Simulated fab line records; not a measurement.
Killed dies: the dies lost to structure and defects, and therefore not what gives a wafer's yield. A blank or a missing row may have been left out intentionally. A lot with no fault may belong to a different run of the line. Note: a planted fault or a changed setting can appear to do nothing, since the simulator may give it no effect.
Comparing a struck lot with a sound one -- flow sky130 -- 19 out of 708 route steps
Sound: these wafers, L314.1, L314.2, L314.5. Struck: wafers L312.2, L312.4, L312.6. The cause is given at the end.
Each step with rows lists, per side, the tool, then ch with its chambers, then its first start. Under that, the readings that differ: sound wafers -- struck wafers -- difference of the means -- sigmas: that difference in standard deviations of wafers without a fault.
alike: same words and numbers on both sides, and readings whose means sit less than 2 such deviations apart. not compared: any withheld reading, any reading some wafer has no value for, any bound like >300 that may hide the same value, and any number with overlapping values for which the record gives no deviation.
Wherever a step has rows on one side only, a row that says differs or no value, or a row with sigmas, the two part there. Non-overlapping numbers with no deviation appear without sigmas and do not part them. A reading that every wafer of one side lacks parts them only if that side has two wafers or more.

first, 2 steps without rows for these wafers: SKY_RES_PROTECT_DEVELOP_06 (develop time 57.33 s); SKY_POLY_GATE_IMPLANT_02.
SKY_RES_PROTECT_STRIP_07: strips in O2/N2.
  sound on plasma_asher-01 ch 0,1, day 20 06:11; struck on plasma_asher-03 ch 1, day 19 13:17
  alike: drypump_motor_current_A, oes_product_au, strip_time_to_endpoint_s
  not compared: rf_hours_counter_h
SKY_RES_PROTECT_TW_MEAS_08:
  sound: film_metro-04 at day 20 06:17; struck: film_metro-02 at day 19 13:24
  alike: POLY_GATE_TW
then, 2 steps without rows for these wafers: SKY_RES_PROTECT_CLEAN_09 (cleans in SC1/SC2, time 150 s); SKY_POLY_GATE_CVD_03 (deposits Si3N4 from DCS/NH3, target thk 75 nm, time 1290 s).
SKY_POLY_GATE_THK_MEAS_04:
  sound: film_metro-01 at day 20 08:26; struck: film_metro-02 at day 19 15:33
  alike: POLY_GATE_CVD_03_THK
then, 5 steps without rows for these wafers: SKY_POLY_GATE_DEHYDRATE_05 (time 60 s); SKY_POLY_GATE_HMDS_06 (prime time 60 s); SKY_POLY_GATE_COAT_07 (resist thk 110 nm); SKY_POLY_GATE_COAT_08 (resist thk 450 nm); SKY_POLY_GATE_SOFTBAKE_09 (time 90 s).
SKY_POLY_GATE_EXPOSE_10: exposes mask P1M, target cd 150 nm.
  sound on krf_scanner-02 ch 0, day 20 23:48; struck on krf_scanner-01 ch 0, day 20 06:56
reading,sound,struck,difference,sigmas
model.POLY_GATE.overlay_x_nm (nm),-1.739 -1.739 -1.739,32.23 32.23 32.23,+33.97,
  alike: mask
then, 2 steps without rows for these wafers: SKY_POLY_GATE_PEB_11; SKY_POLY_GATE_DEVELOP_12 (develop time 60 s).
SKY_POLY_GATE_CD_MEAS_13 targets a cd of 150 nm.
  sound: cd_sem-02 at day 21 14:57; struck: cd_sem-02 at day 20 21:28
  alike: cd_nm
SKY_POLY_GATE_OVL_MEAS_14:
  sound: overlay-02 at day 21 15:04; struck: overlay-01 at day 20 21:46
reading,sound,struck,difference,sigmas
POLY_GATE_OVL (nm),-4 -9 -9,31 25 28,+35,+7
  not compared: hold
SKY_POLY_GATE_ETCH_15: etches BARC in N2/H2, stops on SiO2, time 118.5 s, target depth 110 nm.
  sound on rie_diel-01 ch 0,3, day 21 15:06; struck on rie_diel-03 ch 0,1, day 20 23:43
reading,sound,struck,difference,sigmas
hold,- - -,await_dispo/1.9h/release await_dispo/1.9h/release await_dispo/1.9h/release,no value on the sound wafers,
  alike: drypump_motor_current_A, oes_product_au, throttle_valve_pct
  not compared: rf_hours_counter_h
-- here the record skips 28 days between the struck wafers' starts before and after, leaving off in module POLY_GATE and picking up in module PAD_OPEN (first step shown: number 708 of the route) --
SKY_PAD_OPEN_PROBE_99:
  sound: prober-02 at day 49 06:13; struck: prober-02 at day 48 20:13
reading,sound,struck,difference,sigmas
killed_at_M4_up,1 1 2,5 5,+4,+2
model.etest.licon_to_gate.bv_left_v (V),24.96 24 25.19,12.04 11.4,-13.00,
model.etest.licon_to_gate.bv_right_v (V),25.33 23.91 24.77,38.76 38.32,+13.87,
  alike: killed_at_M0_to_M3, killed_at_contacts, killed_at_front_end, killed_at_other, killed_dies, killed_open, killed_short

## WHERE THEY PART
Last at SKY_PAD_OPEN_PROBE_99 as far as this record goes, first at SKY_POLY_GATE_OVL_MEAS_14.

WHY: the cause the simulator had injected
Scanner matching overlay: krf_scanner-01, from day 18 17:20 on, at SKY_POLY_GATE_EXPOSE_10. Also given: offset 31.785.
